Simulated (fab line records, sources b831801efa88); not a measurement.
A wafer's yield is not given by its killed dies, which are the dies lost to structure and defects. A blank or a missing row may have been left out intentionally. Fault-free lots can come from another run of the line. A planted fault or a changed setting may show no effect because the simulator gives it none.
The same fault as seen by 2 desks | flow gf180mcu | each desk holds nothing but its own numbers, with what lay behind them at the end

== METROLOGY DESK ==
What the gauges read, lot by lot, whatever tool the lot ran on: means of the sampled wafers that have a number. Marked OUT: a lot whose mean sits more than 4 standard deviations from the usual mean, which makes it out of limits; the brackets give that distance.
Columns: A = SAB_CVD_00_THK at GF_SAB_THK_MEAS_01, usual 50.0 nm; B = M1_OVL at GF_M1_OVL_MEAS_15, usual 0 nm; C = V1_BOW at GF_V1_BOW_MEAS_05, usual 83 um
lot  | first seen here | A              | B  | C
L791 | day 14 02:26    | 49.5           | -7 | 91
L792 | day 14 12:10    | 50.4           | 3  | 80
L793 | day 15 02:09    | 50.0           | 7  | 80
L795 | day 15 11:25    | 49.9           | -1 | 85
L796 | day 16 02:23    | 50.0           | 0  | 80
L797 | day 16 09:05    | 50.1           | 0  | 87
L798 | day 17 01:19    | 50.2           | -1 | 86
L799 | day 17 17:53    | 49.8           | 2  | 82
L802 | day 18 23:35    | 50.8           | 12 | 77
L803 | day 19 10:38    | 50.4           | 4  | 91
L808 | day 20 23:59    | 49.6           | -4 | 68
L809 | day 21 09:23    | 49.6           | -5 | 85
L810 | day 21 15:14    | 60.9 (+16) OUT | -3 | 78
This desk's finding: out of limits on L810; first on L810, day 21 15:14 (SAB_CVD_00_THK at GF_SAB_THK_MEAS_01). L791, L792, L793, L795, L796, L797, L798, L799, L802, L803, L808, L809: within limits.

== TOOL OWNER'S DESK, pecvd-04 ==
The tool's own readings at GF_SAB_CVD_00 (deposits SiO2 from TEOS, target thk 50 nm, time 4.9302 s): means of the sampled wafers that have a number, for each lot that ran on this tool. Marked OUT: a lot whose mean sits more than 4 standard deviations from the usual mean, which makes it out of limits; the brackets give that distance.
Columns: A = heater power w at GF_SAB_CVD_00, usual 651 W; B = susceptor temp C at GF_SAB_CVD_00, usual 400.01 C
lot  | first seen here | A   | B
L795 | day 15 11:24    | 643 | 400.02
L802 | day 18 23:33    | 616 | 400.07
L810 | day 21 15:12    | 591 | 400.02
This desk's verdict: no lot among the 3 shows anything out of limits.

== BROUGHT TOGETHER ==
The metrology desk could have raised an alarm at day 21 15:14, on L810.
Nothing out of limits was seen by the tool owner's desk.
On record at the tool owner's desk: L810, within its limits.
GF_SAB_CVD_00 was run on pecvd-04 by each of the lots named.

== WHAT HAD BEEN PUT IN BY THE SIMULATOR ==
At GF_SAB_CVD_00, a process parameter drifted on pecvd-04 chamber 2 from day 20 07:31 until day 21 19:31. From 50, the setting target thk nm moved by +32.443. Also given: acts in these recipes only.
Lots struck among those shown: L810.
Hours from the fault's start to each desk's first reading out of limits: the metrology desk, 32.
